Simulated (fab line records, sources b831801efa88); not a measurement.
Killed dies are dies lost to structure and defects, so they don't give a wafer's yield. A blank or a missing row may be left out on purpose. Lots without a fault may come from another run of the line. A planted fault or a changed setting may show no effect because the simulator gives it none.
fab line records | flow gf180mcu
record lots=5 wafers=15 last_day=34
route steps=602 shown NSD@262 PSD@263 SAB@264 SALICIDE@278 CONTACT@287
lots that met no fault: from a run of the same line without faults
start_h: hours from the record's first day to the start of the lot's first wafer shown | wait_h: hours since the lot's step before | " the same as in the row above | L1.1+2: a row that stands for several wafers | - no value, or no start given | * or withheld: withheld | < > ~ a bound
route shown NAME@n: a module of which the file shows steps, and the number in the route of the first | usual: mean/standard deviation of fault-free wafers | same: alike in all rows | chamber/n: place in a boat | sites: the reading at each site | _std_site: their standard deviation | _edge_site: outer sites' mean less inner sites' | radius_mm: how far each site lies from the wafer's centre | mask NAME#n: copy n | behind: the tool/chamber that last shaped the wafer | hold: why the lot was held/for how many hours/how that ended | device: the transistor (n, p or np) that didn't switch | end of line: the same wafers' tests at the end of the route | a step without rows: its recipe alone | killed: dies lost to structure and defects at the first sort, not the wafer's yield | map: a wafer's dies, x killed, . not, _ none there
set.NAME: the setting as run; set.NAME@STEP: as run at that earlier step | model.NAME: the simulator's own value behind a step, which no gauge read
lots at some steps of the route; a table a step, a row a wafer
services: from which hour (start_h, from the record's first day; less than 0 if before it) a tool's chamber was out of use, for how many hours, and why
## steps
# step GF_PSD_RS_MEAS_14
# recipe thk_meas_gauge=four-point-probe
# usual NSD_RS=46.15/0.099
# columns lot.wafer tool chamber start_h wait_h NSD_RS[ohm/sq]
L078.1 film_metro-03 - 361.63 0.1 46.00
L078.3 " - " " 45.88
L078.6 " - " " 46.03
L083.1 film_metro-02 - 400.86 0.1 46.20
L083.5 " - " " 46.25
L083.6 " - " " 46.15
L085.1 film_metro-03 - 417.92 0.1 46.26
L085.3 " - " " 46.15
L085.5 " - " " 46.13
L091.1 film_metro-03 - 466.49 0.1 46.13
L091.2 " - " " 46.27
L091.6 " - " " 46.19
L097.3 film_metro-01 - 509.26 0.1 46.34
L097.5 " - " " 46.11
L097.6 " - " " 46.15
# step GF_PSD_RS_MEAS_15
# recipe thk_meas_gauge=four-point-probe
# usual PSD_RS=108.59/0.29
# columns lot.wafer tool chamber start_h wait_h PSD_RS[ohm/sq]
L078.1 film_metro-03 - 361.75 0.1 107.95
L078.3 " - " " 107.82
L078.6 " - " " 107.68
L083.1 film_metro-02 - 400.98 0.1 108.92
L083.5 " - " " 108.81
L083.6 " - " " 108.90
L085.1 film_metro-03 - 418.04 0.1 108.86
L085.3 " - " " 108.27
L085.5 " - " " 108.33
L091.1 film_metro-03 - 466.61 0.1 108.72
L091.2 " - " " 108.64
L091.6 " - " " 108.66
L097.3 film_metro-01 - 509.38 0.1 108.93
L097.5 " - " " 108.80
L097.6 " - " " 108.85
# step GF_SAB_CVD_00
# recipe material=SiO2 target_thk_nm=50 precursor=TEOS temp_c=400 time_s=4.9302 rf_w=600
# usual heater_power_w=635/99
# columns lot.wafer tool chamber start_h wait_h heater_power_w
L078.1 pecvd-03 2 361.87 0.1 725
L078.3 " 0 " " 602
L078.6 " 0 " " 597
L083.1 pecvd-03 1 401.10 0.1 483
L083.5 " 0 " " 619
L083.6 " 1 " " 495
L085.1 pecvd-04 0 418.16 0.1 572
L085.3 " 2 " " 634
L085.5 " 0 " " 599
L091.1 pecvd-02 0 466.73 0.1 672
L091.2 " 2 " " 471
L091.6 " 2 " " 461
L097.3 pecvd-02 1 509.46 0.1 568
L097.5 " 2 " " 455
L097.6 " 1 " " 574
# step GF_SAB_THK_MEAS_01
# recipe reads=SiO2_of_SAB_CVD_00
# usual SAB_CVD_00_THK=50.2/0.68
# columns lot.wafer tool chamber start_h wait_h SAB_CVD_00_THK[nm]
L078.1 film_metro-04 - 361.90 0.0 49.4
L078.3 " - " " 50.8
L078.6 " - " " 51.1
L083.1 film_metro-03 - 401.12 0.0 50.4
L083.5 " - " " 51.9
L083.6 " - " " 51.1
L085.1 film_metro-04 - 418.18 0.0 49.6
L085.3 " - " " 48.7
L085.5 " - " " 50.2
L091.1 film_metro-01 - 466.75 0.0 50.4
L091.2 " - " " 49.7
L091.6 " - " " 51.4
L097.3 film_metro-01 - 509.50 0.0 50.2
L097.5 " - " " 50.9
L097.6 " - " " 50.1
# step GF_SAB_DEHYDRATE_02
# recipe temp_c=200 time_s=60
# usual chill_plate_temp_C=22.97/0.099
# columns lot.wafer tool chamber start_h wait_h chill_plate_temp_C
L078.1 litho_track-02 0 372.43 10.5 23.13
L078.3 " 0 " " 23.04
L078.6 " 0 " " 22.99
L083.1 litho_track-02 0 411.53 10.4 22.81
L083.5 " 0 " " 22.87
L083.6 " 0 " " 22.82
L085.1 litho_track-03 0 429.39 11.2 22.95
L085.3 " 0 " " 23.03
L085.5 " 0 " " 23.10
L091.1 litho_track-03 0 477.94 11.2 22.92
L091.2 " 0 " " 22.99
L091.6 " 0 " " 22.98
L097.3 litho_track-03 0 520.69 11.2 23.01
L097.5 " 0 " " 23.19
L097.6 " 0 " " 23.08
# step GF_SAB_HMDS_03
# recipe prime_time_s=60 prime_temp_c=120
# usual chill_plate_temp_C=22.99/0.09
# columns lot.wafer tool chamber start_h wait_h chill_plate_temp_C
L078.1 litho_track-02 0 372.58 0.1 22.91
L078.3 " 0 " " 23.07
L078.6 " 0 " " 22.86
L083.1 litho_track-02 0 411.68 0.1 22.99
L083.5 " 0 " " 23.13
L083.6 " 0 " " 23.01
L085.1 litho_track-03 0 429.54 0.1 22.75
L085.3 " 0 " " 22.89
L085.5 " 0 " " 22.80
L091.1 litho_track-03 0 478.09 0.1 22.92
L091.2 " 0 " " 22.93
L091.6 " 0 " " 22.88
L097.3 litho_track-03 0 520.84 0.1 23.02
L097.5 " 0 " " 22.94
L097.6 " 0 " " 23.08
# step GF_SAB_COAT_04
# recipe resist=NOVOLAK spin_rpm=3000 resist_thk_nm=1000
# usual chill_plate_temp_C=22.97/0.11
# columns lot.wafer tool chamber start_h wait_h chill_plate_temp_C
L078.1 litho_track-02 0 372.73 0.1 22.91
L078.3 " 0 " " 22.86
L078.6 " 0 " " 22.91
L083.1 litho_track-02 0 411.83 0.1 22.82
L083.5 " 0 " " 22.96
L083.6 " 0 " " 22.97
L085.1 litho_track-03 0 429.69 0.1 23.00
L085.3 " 0 " " 23.06
L085.5 " 0 " " 22.99
L091.1 litho_track-03 0 478.24 0.1 22.98
L091.2 " 0 " " 22.83
L091.6 " 0 " " 22.81
L097.3 litho_track-03 0 520.99 0.1 22.90
L097.5 " 0 " " 22.92
L097.6 " 0 " " 22.84
# step GF_SAB_SOFTBAKE_05
# recipe temp_c=90 time_s=60 resist=NOVOLAK
# usual chill_plate_temp_C=23.02/0.095
# columns lot.wafer tool chamber start_h wait_h chill_plate_temp_C
L078.1 litho_track-02 0 372.88 0.1 23.14
L078.3 " 0 " " 23.07
L078.6 " 0 " " 22.98
L083.1 litho_track-02 0 411.98 0.1 22.87
L083.5 " 0 " " 23.07
L083.6 " 0 " " 23.09
L085.1 litho_track-03 0 429.84 0.1 23.01
L085.3 " 0 " " 22.83
L085.5 " 0 " " 23.18
L091.1 litho_track-03 0 478.39 0.1 23.09
L091.2 " 0 " " 23.05
L091.6 " 0 " " 23.09
L097.3 litho_track-03 0 521.14 0.1 22.87
L097.5 " 0 " " 22.91
L097.6 " 0 " " 23.03
# step GF_SAB_EXPOSE_06
# recipe mask_id=SAB target_cd_nm=420 na=0.6 source_shape=conventional sigma_outer=0.6 dose_mj=140
# columns lot.wafer tool chamber start_h wait_h mask
L078.1+3+6 iline_stepper-02 0 - - SAB#0
L083.1+5+6 iline_stepper-02 0 - - SAB#0
L085.1+3+5 iline_stepper-01 0 - - SAB#0
L091.1+2+6 iline_stepper-01 0 - - SAB#0
L097.3+5+6 iline_stepper-02 0 - - SAB#0
# step GF_SAB_PEB_07
# recipe temp_c=withheld time_s=* resist=NOVOLAK
# usual chill_plate_temp_C=*
# columns lot.wafer tool chamber start_h wait_h chill_plate_temp_C
L078.1 litho_track-03 0 - - *
L078.3 " 0 " " *
L078.6 " 0 " " *
L083.1 litho_track-03 0 - - *
L083.5 " 0 " " *
L083.6 " 0 " " *
L085.1 litho_track-02 0 - - *
L085.3 " 0 " " *
L085.5 " 0 " " *
L091.1 litho_track-02 0 - - *
L091.2 " 0 " " *
L091.6 " 0 " " *
L097.3 litho_track-02 0 - - *
L097.5 " 0 " " *
L097.6 " 0 " " *
# step GF_SAB_DEVELOP_08
# recipe develop_time_s=60 dev_temp_c=23
# usual chill_plate_temp_C=22.99/0.11
# columns lot.wafer tool chamber start_h wait_h chill_plate_temp_C
L078.1 litho_track-03 0 383.50 0.1 23.08
L078.3 " 0 " " 23.03
L078.6 " 0 " " 22.90
L083.1 litho_track-03 0 423.59 0.1 23.01
L083.5 " 0 " " 23.03
L083.6 " 0 " " 22.86
L085.1 litho_track-02 0 441.33 0.1 22.95
L085.3 " 0 " " 22.97
L085.5 " 0 " " 23.01
L091.1 litho_track-02 0 489.93 0.1 22.95
L091.2 " 0 " " 22.68
L091.6 " 0 " " 22.79
L097.3 litho_track-02 0 532.28 0.1 22.99
L097.5 " 0 " " 23.01
L097.6 " 0 " " 23.01
# step GF_SAB_CD_MEAS_09
# recipe target_cd_nm=420
# usual cd_nm=419.8/2.1
# columns lot.wafer tool chamber start_h wait_h cd_nm
L078.1 cd_sem-02 - 383.65 0.1 420.5
L078.3 " - " " 421.2
L078.6 " - " " 419.4
L083.1 cd_sem-01 - 423.74 0.1 419.7
L083.5 " - " " 421.4
L083.6 " - " " 421.1
L085.1 cd_sem-02 - 441.48 0.1 416.4
L085.3 " - " " 417.0
L085.5 " - " " 418.8
L091.1 cd_sem-02 - 490.08 0.1 420.7
L091.2 " - " " 421.6
L091.6 " - " " 422.8
L097.3 cd_sem-01 - 532.42 0.1 422.3
L097.5 " - " " 421.6
L097.6 " - " " 420.4
# step GF_SAB_OVL_MEAS_10
# usual SAB_OVL=0.9/1.2
# columns lot.wafer tool chamber start_h wait_h SAB_OVL[nm]
L078.1 overlay-02 - 383.77 0.1 2.8
L078.3 " - " " 1.2
L078.6 " - " " 0.7
L083.1 overlay-01 - 423.86 0.1 1.7
L083.5 " - " " -0.5
L083.6 " - " " 0.9
L085.1 overlay-01 - 441.60 0.1 0.7
L085.3 " - " " 0.9
L085.5 " - " " 3.4
L091.1 overlay-02 - 490.20 0.1 0.2
L091.2 " - " " 0.5
L091.6 " - " " 1.2
L097.3 overlay-02 - 532.51 0.1 -1.3
L097.5 " - " " 0.7
L097.6 " - " " 0.0
# step GF_SAB_ETCH_11
# recipe chemistry=C4F8/O2/Ar mask_material=NOVOLAK target=SiO2 target_depth_nm=55 source_w=1500 bias_w=1200 pressure_mtorr=40 c4f8_flow_sccm=withheld O2_flow_sccm=6 Ar_flow_sccm=300 time_s=8.5
# usual bias_w=1200/4.1 oes_product_au=1.003/0.0099
# columns lot.wafer tool chamber start_h wait_h bias_w oes_product_au rf_hours_counter_h
L078.1 rie_diel-04 2 383.80 0.0 1205 1.006 1
L078.3 " 1 " " 1205 0.998 17
L078.6 " 1 " " 1207 0.987 -
L083.1 rie_diel-04 3 423.90 0.0 1193 0.996 5
L083.5 " 2 " " 1197 1.001 -
L083.6 " 1 " " 1202 0.999 -
L085.1 rie_diel-01 1 441.63 0.0 1197 1.020 8
L085.3 " 3 " " 1200 0.996 85
L085.5 " 3 " " 1203 0.992 -
L091.1 rie_diel-01 1 490.23 0.0 1204 1.017 10
L091.2 " 2 " " 1197 1.000 3
L091.6 " 2 " " 1199 0.993 -
L097.3 rie_diel-01 0 532.53 0.0 1197 0.997 34
L097.5 " 2 " " 1194 0.997 -
L097.6 " 1 " " 1200 1.013 -
# step GF_SAB_WET_ETCH_12
# recipe chemistry=dHF target_depth_nm=22 dry=n2_spin target=SiO2 temp_c=25 dilution=100:1 time_s=440
# columns lot.wafer tool chamber start_h wait_h
L078.1+3+6 wet_bench-03 1 383.82 0.0
L083.1+5+6 wet_bench-02 1 423.92 0.0
L085.1+3+5 wet_bench-01 0 441.66 0.0
L091.1+2+6 wet_bench-01 0 490.26 0.0
L097.3+5+6 wet_bench-02 3 532.55 0.0
# step GF_SAB_STRIP_13
# recipe chemistry=O2/N2 power_w=1400 pressure_mtorr=1500 platen_temp_c=250 o2_flow_sccm=3000 n2_flow_sccm=300 overash_fraction=0.5
# usual drypump_motor_current_A=5.7/0.56 heater_power_w=335/24 oes_product_au=0.710/0.0039 strip_time_to_endpoint_s=12.60/0.038
# columns lot.wafer tool chamber start_h wait_h drypump_motor_current_A heater_power_w oes_product_au rf_hours_counter_h strip_time_to_endpoint_s
L078.1 plasma_asher-01 0 383.98 0.0 5.8 415 0.706 71 12.62
L078.3 " 0 " " 5.8 419 0.716 - 12.60
L078.6 " 1 " " 6.6 336 0.713 - 12.63
L083.1 plasma_asher-03 0 424.05 0.0 6.0 346 0.710 81 12.57
L083.5 " 1 " " 5.5 325 0.709 - 12.57
L083.6 " 0 " " 6.0 339 0.702 - 12.59
L085.1 plasma_asher-01 1 441.79 0.0 6.6 366 0.713 1 12.61
L085.3 " 0 " " 5.8 406 0.705 - 12.63
L085.5 " 0 " " 5.8 401 0.709 - 12.60
L091.1 plasma_asher-04 0 490.39 0.0 6.1 335 0.711 70 12.54
L091.2 " 1 " " 4.8 315 0.712 70 12.54
L091.6 " 0 " " 6.1 337 0.704 - 12.54
L097.3 plasma_asher-03 0 532.73 0.0 6.0 339 0.707 - 12.55
L097.5 " 1 " " 5.5 308 0.710 - 12.54
L097.6 " 0 " " 5.9 357 0.715 - 12.54
# step GF_SALICIDE_CLEAN_00
# recipe chemistry=SC1/SC2 mix=1:4:20 temp_c=70 time_s=150
# columns lot.wafer tool chamber start_h wait_h
L078.1+3+6 wet_bench-02 1 384.08 0.1
L083.1+5+6 wet_bench-03 0 424.15 0.1
L085.1+3+5 wet_bench-02 3 441.89 0.1
L091.1+2+6 wet_bench-04 1 490.49 0.1
L097.3+5+6 wet_bench-04 2 532.80 0.0
# step GF_SALICIDE_WET_ETCH_01
# recipe chemistry=dHF target_depth_nm=5 dry=ipa_marangoni target=SiO2 temp_c=25 dilution=100:1 time_s=100
# columns lot.wafer tool chamber start_h wait_h
L078.1+3+6 wet_bench-03 1 384.13 0.0
L083.1+5+6 wet_bench-04 2 424.22 0.0
L085.1+3+5 wet_bench-04 3 441.99 0.0
L091.1+2+6 wet_bench-03 1 490.54 0.0
L097.3+5+6 wet_bench-02 0 532.85 0.0
# step GF_SALICIDE_SPUTTER_02
# recipe material=Co target_thk_nm=10 power_w=1000 time_s=20 chamber_pressure_pa=0.4
# usual throttle_valve_pct=30.2/1.2
# columns lot.wafer tool chamber start_h wait_h throttle_valve_pct
L078.1 pvd_sputter-04 - 384.17 0.0 30.2
L078.3 " - " " 32.2
L078.6 " - " " 31.8
L083.1 pvd_sputter-03 - 424.25 0.0 29.6
L083.5 " - " " 29.4
L083.6 " - " " 32.1
L085.1 pvd_sputter-02 - 442.03 0.0 28.8
L085.3 " - " " 28.7
L085.5 " - " " 28.5
L091.1 pvd_sputter-04 - 490.58 0.0 28.3
L091.2 " - " " 30.2
L091.6 " - " " 31.7
L097.3 pvd_sputter-03 - 532.89 0.0 30.8
L097.5 " - " " 29.6
L097.6 " - " " 31.9
# step GF_SALICIDE_SPUTTER_03
# recipe material=TiN target_thk_nm=20 power_w=6500 time_s=16.7 chamber_pressure_pa=0.4
# usual throttle_valve_pct=30.2/1.2
# columns lot.wafer tool chamber start_h wait_h throttle_valve_pct
L078.1 pvd_sputter-04 - 384.20 0.0 30.4
L078.3 " - " " 31.8
L078.6 " - " " 31.8
L083.1 pvd_sputter-03 - 424.28 0.0 29.7
L083.5 " - " " 29.8
L083.6 " - " " 31.9
L085.1 pvd_sputter-02 - 442.05 0.0 28.6
L085.3 " - " " 28.9
L085.5 " - " " 28.5
L091.1 pvd_sputter-04 - 490.61 0.0 28.3
L091.2 " - " " 30.4
L091.6 " - " " 32.0
L097.3 pvd_sputter-03 - 532.92 0.0 30.1
L097.5 " - " " 29.5
L097.6 " - " " 32.1
# step GF_SALICIDE_RS_MEAS_04
# recipe thk_meas_gauge=four-point-probe reads=TiN_of_SALICIDE_SPUTTER_03+Co_of_SALICIDE_SPUTTER_02
# usual SALICIDE_TIN_RS=16.21/0.28
# columns lot.wafer tool chamber start_h wait_h SALICIDE_TIN_RS[ohm/sq]
L078.1 film_metro-03 - 384.22 0.0 16.00
L078.3 " - " " 16.37
L078.6 " - " " 16.04
L083.1 film_metro-03 - 424.31 0.0 16.22
L083.5 " - " " 16.55
L083.6 " - " " 16.27
L085.1 film_metro-02 - 442.08 0.0 16.44
L085.3 " - " " 16.10
L085.5 " - " " 16.17
L091.1 film_metro-04 - 490.63 0.0 16.55
L091.2 " - " " 16.08
L091.6 " - " " 16.24
L097.3 film_metro-03 - 532.98 0.1 16.71
L097.5 " - " " 16.48
L097.6 " - " " 16.55
# step GF_SALICIDE_THK_MEAS_05
# recipe thk_meas_gauge=xrf reads=TiN_of_SALICIDE_SPUTTER_03
# usual SALICIDE_TIN_THK=19.87/0.23
# columns lot.wafer tool chamber start_h wait_h SALICIDE_TIN_THK[nm]
L078.1 film_metro-03 - 384.34 0.1 19.80
L078.3 " - " " 20.08
L078.6 " - " " 20.17
L083.1 film_metro-03 - 424.43 0.1 19.69
L083.5 " - " " 19.50
L083.6 " - " " 19.60
L085.1 film_metro-02 - 442.20 0.1 19.88
L085.3 " - " " 20.17
L085.5 " - " " 19.98
L091.1 film_metro-04 - 490.75 0.1 19.71
L091.2 " - " " 19.45
L091.6 " - " " 19.89
L097.3 film_metro-03 - 533.08 0.1 19.81
L097.5 " - " " 19.79
L097.6 " - " " 19.70
# step GF_SALICIDE_RTA_06
# recipe temp_c=530 time_s=30 ambient=N2
# usual lamp_power_pct=5.9/0.34 wafer_temp_C_max=533.0/0.58
# columns lot.wafer tool chamber start_h wait_h lamp_power_pct wafer_temp_C_max
L078.1 rtp_anneal-02 0 384.40 0.1 6.2 532.5
L078.3 " 0 " " 6.2 532.5
L078.6 " 0 " " 6.2 533.0
L083.1 rtp_anneal-02 0 424.49 0.1 6.2 533.1
L083.5 " 0 " " 6.2 533.2
L083.6 " 0 " " 6.2 533.6
L085.1 rtp_anneal-02 0 442.26 0.1 6.2 531.9
L085.3 " 0 " " 6.2 532.6
L085.5 " 0 " " 6.2 532.3
L091.1 rtp_anneal-01 0 490.81 0.1 5.5 533.5
L091.2 " 0 " " 5.5 533.8
L091.6 " 0 " " 5.5 533.0
L097.3 rtp_anneal-01 0 533.16 0.1 5.5 533.0
L097.5 " 0 " " 5.5 532.6
L097.6 " 0 " " 5.5 533.0
# step GF_SALICIDE_WET_ETCH_07
# recipe chemistry=SPM target_depth_nm=120 dry=n2_spin
# columns lot.wafer tool chamber start_h wait_h
L078.1+3+6 wet_bench-03 0 384.50 0.1
L083.1+5+6 wet_bench-03 0 424.59 0.1
L085.1+3+5 wet_bench-04 3 442.36 0.1
L091.1+2+6 wet_bench-02 0 490.91 0.1
L097.3+5+6 wet_bench-03 2 533.22 0.1
# step GF_SALICIDE_RTA_08
# recipe temp_c=800 time_s=30 ambient=N2
# usual lamp_power_pct=16.1/0.96 wafer_temp_C_max=804.7/1
# columns lot.wafer tool chamber start_h wait_h lamp_power_pct wafer_temp_C_max
L078.1 rtp_anneal-01 0 384.61 0.0 15.3 805.1
L078.3 " 0 " " 15.3 805.0
L078.6 " 0 " " 15.3 806.3
L083.1 rtp_anneal-01 0 424.71 0.0 15.3 803.9
L083.5 " 0 " " 15.2 804.5
L083.6 " 0 " " 15.3 805.9
L085.1 rtp_anneal-01 0 442.46 0.0 15.3 806.6
L085.3 " 0 " " 15.3 804.3
L085.5 " 0 " " 15.2 804.2
L091.1 rtp_anneal-02 0 491.01 0.0 17.2 804.1
L091.2 " 0 " " 17.2 804.3
L091.6 " 0 " " 17.2 803.3
L097.3 rtp_anneal-02 0 533.39 0.1 17.2 804.1
L097.5 " 0 " " 17.2 803.7
L097.6 " 0 " " 17.2 804.5
# step GF_CONTACT_CVD_00
# recipe material=SiO2 target_thk_nm=300 sigma_open_frac=0.3 temp_c=400 time_s=50 sih4_flow_sccm=60 pressure_mtorr=6
# columns lot.wafer tool chamber start_h wait_h
L078.1+3+6 hdpcvd-01 1,0,2 384.71 0.1
L083.1+5+6 hdpcvd-01 0,0,1 424.81 0.1
L085.1+3+5 hdpcvd-01 2,0,2 442.56 0.1
L091.1+2+6 hdpcvd-01 1,0,2 491.11 0.1
L097.3+5+6 hdpcvd-01 1,1,0 533.55 0.1
# step GF_CONTACT_THK_MEAS_01
# recipe reads=SiO2_of_CONTACT_CVD_00
# usual CONTACT_CVD_00_THK=302/3.8
# columns lot.wafer tool chamber start_h wait_h CONTACT_CVD_00_THK[nm]
L078.1 film_metro-01 - 384.76 0.0 302
L078.3 " - " " 304
L078.6 " - " " 305
L083.1 film_metro-04 - 424.85 0.0 304
L083.5 " - " " 303
L083.6 " - " " 305
L085.1 film_metro-02 - 442.60 0.0 303
L085.3 " - " " 303
L085.5 " - " " 298
L091.1 film_metro-01 - 491.15 0.0 306
L091.2 " - " " 304
L091.6 " - " " 307
L097.3 film_metro-04 - 533.61 0.0 303
L097.5 " - " " 298
L097.6 " - " " 302
# step GF_CONTACT_CVD_02
# recipe material=SiO2 target_thk_nm=860 precursor=TEOS temp_c=400 time_s=95.992 rf_w=600
# usual heater_power_w=598/94
# columns lot.wafer tool chamber start_h wait_h heater_power_w
L078.1 pecvd-01 1 384.82 0.1 760
L078.3 " 2 " " 538
L078.6 " 1 " " 578
L083.1 pecvd-01 0 424.91 0.1 621
L083.5 " 0 " " 663
L083.6 " 1 " " 689
L085.1 pecvd-01 1 442.66 0.1 664
L085.3 " 0 " " 704
L085.5 " 1 " " 709
L091.1 pecvd-03 2 491.21 0.1 627
L091.2 " 1 " " 588
L091.6 " 1 " " 512
L097.3 pecvd-02 2 533.65 0.0 394
L097.5 " 2 " " 439
L097.6 " 1 " " 561
# step GF_CONTACT_THK_MEAS_03
# recipe reads=SiO2_of_CONTACT_CVD_02
# usual CONTACT_CVD_02_THK=859/11
# columns lot.wafer tool chamber start_h wait_h CONTACT_CVD_02_THK[nm]
L078.1 film_metro-04 - 384.89 0.0 846
L078.3 " - " " 849
L078.6 " - " " 873
L083.1 film_metro-01 - 424.98 0.0 840
L083.5 " - " " 855
L083.6 " - " " 860
L085.1 film_metro-01 - 442.73 0.0 846
L085.3 " - " " 851
L085.5 " - " " 853
L091.1 film_metro-04 - 491.31 0.1 845
L091.2 " - " " 847
L091.6 " - " " 862
L097.3 film_metro-01 - 533.74 0.1 855
L097.5 " - " " 875
L097.6 " - " " 882
# step GF_CONTACT_CMP_04
# recipe material=SiO2 down_force_psi=4 platen_rpm=60 pad_velocity_m_s=0.94248
# usual motor_current_A=12.4/0.88 time_to_endpoint_s=106/5.9
# columns lot.wafer tool chamber start_h wait_h motor_current_A time_to_endpoint_s
L078.1 cmp-01 0 384.95 0.1 11.2 100
L078.3 " 3 " " 12.1 97
L078.6 " 1 " " 12.1 114
L083.1 cmp-01 2 425.19 0.2 13.2 98
L083.6 " 3 " " 11.8 99
L083.5 " 0 " " 10.8 101
L085.3 cmp-02 0 442.89 0.1 12.9 106
L085.1 " 1 " " 14.1 102
L085.5 " 3 " " 12.1 102
L091.1 cmp-02 3 491.47 0.1 12.4 96
L091.2 " 0 " " 12.5 103
L091.6 " 2 " " 12.7 101
L097.3 cmp-02 1 533.83 0.1 13.1 108
L097.5 " 0 " " 12.7 115
L097.6 " 1 " " 13.0 117
# step GF_CONTACT_BOW_MEAS_05
# recipe mode=bow
# usual CONTACT_BOW=65/7.4
# columns lot.wafer tool chamber start_h wait_h CONTACT_BOW[um]
L078.1 film_metro-02 - 385.25 0.2 78
L078.3 " - " " 72
L078.6 " - " " 76
L083.1 film_metro-01 - 425.34 0.1 73
L083.5 " - " " 76
L083.6 " - " " 64
L085.1 film_metro-02 - 443.09 0.1 70
L085.3 " - " " 59
L085.5 " - " " 68
L091.1 film_metro-01 - 491.67 0.1 60
L091.2 " - " " 70
L091.6 " - " " 66
L097.3 film_metro-04 - 534.12 0.2 64
L097.5 " - " " 66
L097.6 " - " " 58
# step GF_CONTACT_DEHYDRATE_06
# recipe temp_c=200 time_s=60
# usual chill_plate_temp_C=23.02/0.091
# columns lot.wafer tool chamber start_h wait_h chill_plate_temp_C
L078.1 litho_track-02 0 396.28 11.0 23.14
L078.3 " 0 " " 23.20
L078.6 " 0 " " 23.11
L083.1 litho_track-03 0 437.09 11.7 23.02
L083.5 " 0 " " 23.03
L083.6 " 0 " " 22.87
L085.1 litho_track-04 0 454.95 11.8 23.00
L085.3 " 0 " " 23.02
L085.5 " 0 " " 22.92
L091.1 litho_track-02 0 502.48 10.8 23.07
L091.2 " 0 " " 23.00
L091.6 " 0 " " 22.93
L097.3 litho_track-03 0 544.94 10.8 22.99
L097.5 " 0 " " 22.94
L097.6 " 0 " " 22.96
# step GF_CONTACT_HMDS_07
# recipe prime_time_s=60 prime_temp_c=120
# usual chill_plate_temp_C=22.99/0.084
# columns lot.wafer tool chamber start_h wait_h chill_plate_temp_C
L078.1 litho_track-02 0 396.43 0.1 22.94
L078.3 " 0 " " 23.11
L078.6 " 0 " " 23.21
L083.1 litho_track-03 0 437.24 0.1 23.02
L083.5 " 0 " " 23.02
L083.6 " 0 " " 22.89
L085.1 litho_track-04 0 455.10 0.1 22.90
L085.3 " 0 " " 23.01
L085.5 " 0 " " 22.98
L091.1 litho_track-02 0 502.63 0.1 23.01
L091.2 " 0 " " 23.09
L091.6 " 0 " " 23.02
L097.3 litho_track-03 0 545.09 0.1 22.97
L097.5 " 0 " " 22.99
L097.6 " 0 " " 23.02
# step GF_CONTACT_COAT_08
# recipe resist=BARC temp_c=withheld time_s=withheld spin_rpm=withheld resist_thk_nm=withheld
# usual chill_plate_temp_C=*
# columns lot.wafer tool chamber start_h wait_h chill_plate_temp_C
L078.1 litho_track-02 0 396.58 0.1 *
L078.3 " 0 " " *
L078.6 " 0 " " *
L083.1 litho_track-03 0 437.39 0.1 *
L083.5 " 0 " " *
L083.6 " 0 " " *
L085.1 litho_track-04 0 455.25 0.1 *
L085.3 " 0 " " *
L085.5 " 0 " " *
L091.1 litho_track-02 0 502.78 0.1 *
L091.2 " 0 " " *
L091.6 " 0 " " *
L097.3 litho_track-03 0 545.24 0.1 *
L097.5 " 0 " " *
L097.6 " 0 " " *
# step GF_CONTACT_COAT_09
# recipe resist=KrF spin_rpm=withheld resist_thk_nm=1000
# usual chill_plate_temp_C=23.01/0.1
# columns lot.wafer tool chamber start_h wait_h chill_plate_temp_C
L078.1 litho_track-02 0 - - 23.11
L078.3 " 0 " " 23.18
L078.6 " 0 " " 22.88
L083.1 litho_track-03 0 - - 23.19
L083.5 " 0 " " 23.07
L083.6 " 0 " " 23.09
L085.1 litho_track-04 0 - - 23.08
L085.3 " 0 " " 23.11
L085.5 " 0 " " 23.00
L091.1 litho_track-02 0 - - 22.98
L091.2 " 0 " " 22.82
L091.6 " 0 " " 23.09
L097.3 litho_track-03 0 - - 22.98
L097.5 " 0 " " 22.96
L097.6 " 0 " " 23.04
# step GF_CONTACT_SOFTBAKE_10
# recipe temp_c=130 time_s=60 resist=KrF
# usual chill_plate_temp_C=23.03/0.11
# columns lot.wafer tool chamber start_h wait_h chill_plate_temp_C
L078.1 litho_track-02 0 - - 23.11
L078.3 " 0 " " 23.05
L078.6 " 0 " " 23.17
L083.1 litho_track-03 0 - - 22.96
L083.5 " 0 " " 22.94
L083.6 " 0 " " 22.99
L085.1 litho_track-04 0 - - 23.04
L085.3 " 0 " " 23.07
L085.5 " 0 " " 23.07
L091.1 litho_track-02 0 - - 22.71
L091.2 " 0 " " 22.99
L091.6 " 0 " " 23.00
L097.3 litho_track-03 0 - - 23.33
L097.5 " 0 " " 23.07
L097.6 " 0 " " 22.99
# step GF_CONTACT_EXPOSE_11
# recipe mask_id=Contact target_cd_nm=220 na=0.68 source_shape=conventional sigma_outer=0.6 dose_mj=38
# columns lot.wafer tool chamber start_h wait_h mask
L078.1+3+6 krf_scanner-01 0 - - Contact#0
L083.1+5+6 krf_scanner-01 0 - - Contact#0
L085.1+3+5 krf_scanner-01 0 - - Contact#0
L091.1+2+6 krf_scanner-02 0 - - Contact#0
L097.3+5+6 krf_scanner-02 0 - - Contact#0
# step GF_CONTACT_PEB_12
# recipe peb_temp_c=135 peb_time_s=90 resist=KrF
# usual chill_plate_temp_C=23.01/0.12
# columns lot.wafer tool chamber start_h wait_h chill_plate_temp_C
L078.1 litho_track-03 0 - - 23.18
L078.3 " 0 " " 23.22
L078.6 " 0 " " 23.10
L083.1 litho_track-02 0 - - 22.96
L083.5 " 0 " " 22.91
L083.6 " 0 " " 22.98
L085.1 litho_track-03 0 - - 23.13
L085.3 " 0 " " 23.24
L085.5 " 0 " " 23.20
L091.1 litho_track-02 0 - - 23.00
L091.2 " 0 " " 23.22
L091.6 " 0 " " 23.10
L097.3 litho_track-03 0 - - 22.84
L097.5 " 0 " " 23.03
L097.6 " 0 " " 22.88
## services
# columns tool chamber start_h hours kind
rie_diel-01 - 338.09 2.8 pm
krf_scanner-01 - 340.72 1.2 repair
cmp-02 - 344.06 4.3 repair
krf_scanner-01 - 344.93 1.3 pm
cmp-02 - 366.45 1.1 repair
pecvd-02 - 368.88 14.0 pm
pecvd-03 2 369.84 6.5 repair
krf_scanner-01 - 374.67 0.5 repair
iline_stepper-02 - 375.24 28.9 pm
pecvd-03 0 376.28 4.4 repair
cmp-02 - 379.52 5.8 pm
wet_bench-03 - 387.93 5.6 repair
krf_scanner-01 - 393.55 1.7 repair
cmp-02 - 397.28 1.0 repair
cmp-02 - 404.00 4.0 pm
iline_stepper-02 - 404.13 1.7 pm
pecvd-01 0 411.38 5.1 repair
pecvd-01 - 416.37 0.7 repair
krf_scanner-01 - 422.02 1.0 pm
pecvd-03 - 445.83 0.4 repair
krf_scanner-01 - 452.36 0.8 pm
hdpcvd-01 - 519.00 6.0 pm
hdpcvd-01 2 527.32 15.0 repair
hdpcvd-01 - 528.46 1.5 repair
## key
fault none
